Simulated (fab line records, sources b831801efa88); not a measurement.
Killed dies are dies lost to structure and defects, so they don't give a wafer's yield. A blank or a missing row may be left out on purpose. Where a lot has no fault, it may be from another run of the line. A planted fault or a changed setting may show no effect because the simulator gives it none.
A struck lot beside a sound one    flow gf180mcu    14 out of 602 route steps
Sound: the wafers L464.2, L464.3, L464.6. Wafers struck: L475.1, L475.3, L475.4. At the end, the cause is stated.
Order at every step that has rows: each side's tool, ch and its chambers, its first start. Under that, the readings that differ: sound wafers    struck wafers    difference of the means    sigmas: that difference in standard deviations of wafers without a fault.
alike: readings whose means differ by less than 2 such deviations, and words and numbers that are the same on both sides. not compared: withheld readings, readings that some wafer has no value for, bounds like >300 that may hide the same value, and numbers for which the record gives no deviation and whose values overlap.
Wherever a step has rows on one side only, a row that says differs or no value, or a row with sigmas, the two part there. Numbers that don't overlap but have no deviation are shown without sigmas and don't part them. A reading that every wafer of one side lacks parts them only if that side has two wafers or more.

GF_M1_SPUTTER_00: material Ti, target thk 37.5 nm, time 150 s.
  sound on pvd sputter-02 at day 17 15:54; struck on pvd sputter-01 at day 21 18:51
  alike: throttle valve pct
GF_M1_SPUTTER_01: material TiN, target thk 30 nm, time 25 s.
  sound on pvd sputter-02 at day 17 16:00; struck on pvd sputter-01 at day 21 18:57
  alike: throttle valve pct
GF_M1_SPUTTER_02: material AlCu, target thk 450 nm, time 23.9 s.
  sound on pvd sputter-02 at day 17 16:02; struck on pvd sputter-01 at day 21 18:59
  alike: throttle valve pct
GF_M1_SPUTTER_03: material Ti, target thk 10 nm, time 6.7 s.
  sound on pvd sputter-02 at day 17 16:04; struck on pvd sputter-01 at day 21 19:01
  alike: throttle valve pct
GF_M1_SPUTTER_04: material TiN, target thk 50 nm, time 41.7 s.
  sound on pvd sputter-02 at day 17 16:05; struck on pvd sputter-01 at day 21 19:02
  alike: throttle valve pct
GF_M1_RS_MEAS_05: measurement is done with a four-point probe.
  sound on film metro-01 at day 17 16:08; struck on film metro-01 at day 21 19:04
  alike: M1_ALCU_RS
GF_M1_THK_MEAS_06: measures by xrf.
  sound on film metro-01 at day 17 16:15; struck on film metro-01 at day 21 19:11
  alike: M1_ALCU_THK
then, 5 steps without rows for these wafers: GF_M1_DEHYDRATE_07 (time 60 s); GF_M1_HMDS_08 (prime time 60 s); GF_M1_COAT_09 (resist thk 1000 nm); GF_M1_SOFTBAKE_10 (time 60 s); GF_M1_EXPOSE_11 (exposes mask Metal1, target cd 230 nm).
GF_M1_PEB_12: peb time 90 s.
  sound on litho track-04 ch 0, day 18 15:10; struck on litho track-04, day 22 17:14
  no value came back on the struck wafers for chill plate temp C (C), exhaust pa (Pa); on the sound wafers chill plate temp C (C) reads 23.12 22.94 23.03
then, 1 step without rows for these wafers: GF_M1_DEVELOP_13 (develop time 60 s).

WHERE THEY PART
Only at GF_M1_PEB_12, as far as this record shows.

WHY: whatever the simulator had introduced
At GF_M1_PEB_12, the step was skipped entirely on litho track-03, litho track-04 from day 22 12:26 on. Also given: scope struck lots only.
